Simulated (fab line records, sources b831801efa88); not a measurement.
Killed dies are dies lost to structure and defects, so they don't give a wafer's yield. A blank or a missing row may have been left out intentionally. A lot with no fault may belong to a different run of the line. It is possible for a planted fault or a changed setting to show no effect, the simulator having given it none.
Which of the tools did it? ; flow sky130 ; 21 wafers from 7 lots sampled at 5 of the route's 708 steps

== WHAT EACH GAUGE READ, for each wafer ==
SKY_VIA1_THK_MEAS_01.
lot;measured;on;VIA1_HDPCVD_THK (nm)
L807;day 33 02:52;film-metro-01;1025 1030 1033
L812;day 35 09:35;film-metro-02;881 879 879
L815;day 36 02:43;film-metro-04;1023 1016 1025
L817;day 36 14:05;film-metro-04;872 890 891
L821;day 37 19:08;film-metro-04;1044 1032 1037
L825;day 38 22:52;film-metro-04;1017 1025 1031
L828;day 39 18:38;film-metro-02;1031 1029 1046

== WHAT TOOL EACH LOT RAN ON (gives the tool, then ch and the chambers of the sampled wafers, and finally the start) ==
lot;SKY_CONTACT_CVD_24;SKY_METAL1_DESCUM_17;SKY_METAL1_METAL_ETCH_19;SKY_VIA1_HDPCVD_00
L807;cvd-w-01 ch 0,1, day 31 21:58;rie-metal-01 ch 1, day 33 01:58;rie-metal-01 ch 1, day 33 02:04;hdpcvd-01 ch 0,2, day 33 02:44
L812;cvd-w-01 ch 1, day 34 05:14;rie-metal-01 ch 1, day 35 08:41;rie-metal-01 ch 1, day 35 08:47;hdpcvd-01 ch 0,1, day 35 09:28
L815;cvd-w-02 ch 0,1, day 34 22:53;rie-metal-04 ch 0,1, day 36 01:49;rie-metal-04 ch 0,1, day 36 01:55;hdpcvd-02 ch 0,2, day 36 02:35
L817;cvd-w-02 ch 0,1, day 35 10:26;rie-metal-02 ch 0,1, day 36 13:11;rie-metal-02 ch 0,1, day 36 13:17;hdpcvd-01 ch 0,1,2, day 36 13:58
L821;cvd-w-01 ch 0,1, day 36 14:48;rie-metal-02 ch 0,1, day 37 18:14;rie-metal-02 ch 0,1, day 37 18:20;hdpcvd-02 ch 0,1,2, day 37 19:01
L825;cvd-w-01 ch 0,1, day 37 18:40;rie-metal-02 ch 0,1, day 38 21:58;rie-metal-02 ch 0,1, day 38 22:05;hdpcvd-02 ch 0,2, day 38 22:44
L828;cvd-w-01 ch 0,1, day 38 15:01;rie-metal-02 ch 0,1, day 39 17:13;rie-metal-02 ch 0,1, day 39 17:19;hdpcvd-02 ch 0,1, day 39 18:31
- SKY_CONTACT_CVD_24: deposits W, target thk 340 nm, time 102.12 s.
- SKY_METAL1_DESCUM_17: chemistry O2, time 8 s.
- SKY_METAL1_METAL_ETCH_19: etches the open film in Cl2/BCl3, stops on SiO2, target depth 360 nm, time 78 s.
- SKY_VIA1_HDPCVD_00: deposits SiO2, target thk 1030 nm, time 171.7 s.

== THE ANSWER, worked out from the rows above alone ==
Rule: the lots themselves supply what counts as usual. Put in order of their means at a reading, lots are off if they are a third of the lots or fewer, leave a main group of 4 or more, and stand apart from it by a gap of 3 or more times the standard deviation of the main group's means; of several such gaps the widest counts. The tables above print the reading to a certain number of digits; a main group whose means all agree to those digits is not used. A lot without any number at a reading at which 4 lots or more have one is off too. Any other lot the step has rows for is counted as sound.
Off: L812, L817, at SKY_VIA1_THK_MEAS_01 (VIA1_HDPCVD_THK). The main group: mean 1030 nm, standard deviation 6.2.
If a tool, at a process step before that reading, ran all the lots that are off and no sound lot after the first of them, it fits. The gauges at SKY_VIA1_THK_MEAS_01 are tried like those tools. One candidate fits, namely hdpcvd-01 at SKY_VIA1_HDPCVD_00. Its last sound lot is L807 (day 33 02:44), its first lot that is off L812 (day 35 09:28): a fault that began between those two fits.

== WHAT THE SIMULATOR HAD INSERTED ==
Site profile drift: hdpcvd-01, from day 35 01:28 on, at SKY_VIA1_HDPCVD_00. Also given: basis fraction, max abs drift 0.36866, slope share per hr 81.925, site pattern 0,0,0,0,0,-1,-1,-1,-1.
Lots struck among those shown: L812, L817. The rule above reached the same finding.
